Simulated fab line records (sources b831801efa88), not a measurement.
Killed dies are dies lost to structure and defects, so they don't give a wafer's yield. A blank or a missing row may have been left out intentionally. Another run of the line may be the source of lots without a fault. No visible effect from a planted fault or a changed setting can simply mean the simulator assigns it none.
A struck lot beside a sound one || flow sky130 || 15 out of 708 route steps
Sound: wafers L186.1, L186.3, L186.4. The struck wafers were L196.1, L196.3, L196.4. The cause is named last.
Order at every step that has rows: each side's tool, ch and its chambers, its first start. Under that, the readings that differ: sound wafers || struck wafers || difference of the means || sigmas: that difference in standard deviations of wafers without a fault.
alike: readings whose means differ by less than 2 such deviations, and words and numbers that are the same on both sides. not compared: withheld readings, readings that some wafer has no value for, bounds like >300 that may hide the same value, and numbers for which the record gives no deviation and whose values overlap.
The two part at a step that has a row with sigmas, a row that says differs or no value, or rows on one side only. Numbers that have no deviation but don't overlap get no sigmas and don't part them. A reading missing from all wafers of one side parts the sides only when that side holds two or more wafers.

SKY_SD_N_RS_MEAS_16: the measuring method here is four-point-probe.
  sound: film-metro-01 at day 30 03:08; struck: film-metro-02 at day 33 12:08
  alike: SD_N_RS
SKY_SD_N_RS_MEAS_17: the measuring method here is four-point-probe.
  sound: film-metro-01 at day 30 03:15; struck: film-metro-02 at day 33 12:16
  alike: SD_P_RS
SKY_SD_N_RS_MEAS_18: the measuring method here is four-point-probe.
  sound: film-metro-01 at day 30 03:22; struck: film-metro-02 at day 33 12:23
  alike: RES_XHIGH_RS
then, 2 steps without rows for these wafers: SKY_SALICIDE_CLEAN_00 (cleans in HF-last, time 30 s); SKY_LI_CONTACT_HDPCVD_00 (deposits PSG, target thk 930 nm, time 155 s).
SKY_LI_CONTACT_THK_MEAS_01:
  sound: film-metro-01 at day 30 03:37; struck: film-metro-02 at day 33 12:38
  alike: LI_CONTACT_HDPCVD_THK
SKY_LI_CONTACT_CMP_02: polishes PSG.
  sound on cmp-02 ch 0,1,2, day 30 03:40; struck on cmp-01 ch 0,1,3, day 33 12:44
  alike: motor-current-A, slurry-flow-ml-min, time-to-endpoint-s
SKY_LI_CONTACT_BOW_MEAS_03:
  sound: film-metro-01 at day 30 03:58; struck: film-metro-02 at day 33 12:59
  alike: LI_CONTACT_BOW
then, 4 steps without rows for these wafers: SKY_LI_CONTACT_DEHYDRATE_04 (time 60 s); SKY_LI_CONTACT_HMDS_05 (prime time 60 s); SKY_LI_CONTACT_COAT_06 (resist thk 60 nm); SKY_LI_CONTACT_COAT_07 (resist thk 450 nm).
SKY_LI_CONTACT_SOFTBAKE_08: time 90 s.
  sound on litho-track-01 ch 0, day 30 18:00; struck on litho-track-01 ch 0, day 34 03:00
{"reading": "heater-power-total-W (W)", "sound": "57.52 57.52 57.20", "struck": "58.36 58.11 58.18", "difference": "+0.80", "sigmas": "+7"}
{"reading": "run-length-s (s)", "sound": "119.09 118.97 119.07", "struck": "114.93 115.14 115.15", "difference": -3.97, "sigmas": -17}
then, 2 steps without rows for these wafers: SKY_LI_CONTACT_EXPOSE_09 (exposes mask LICM1, target cd 170 nm); SKY_PAD_OPEN_PROBE_99.

## WHERE THEY PART
SKY_LI_CONTACT_SOFTBAKE_08 only, going by this record.

WHY: what the simulator had put in
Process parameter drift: litho-track-01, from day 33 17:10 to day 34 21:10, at SKY_LI_CONTACT_SOFTBAKE_08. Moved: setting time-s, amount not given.
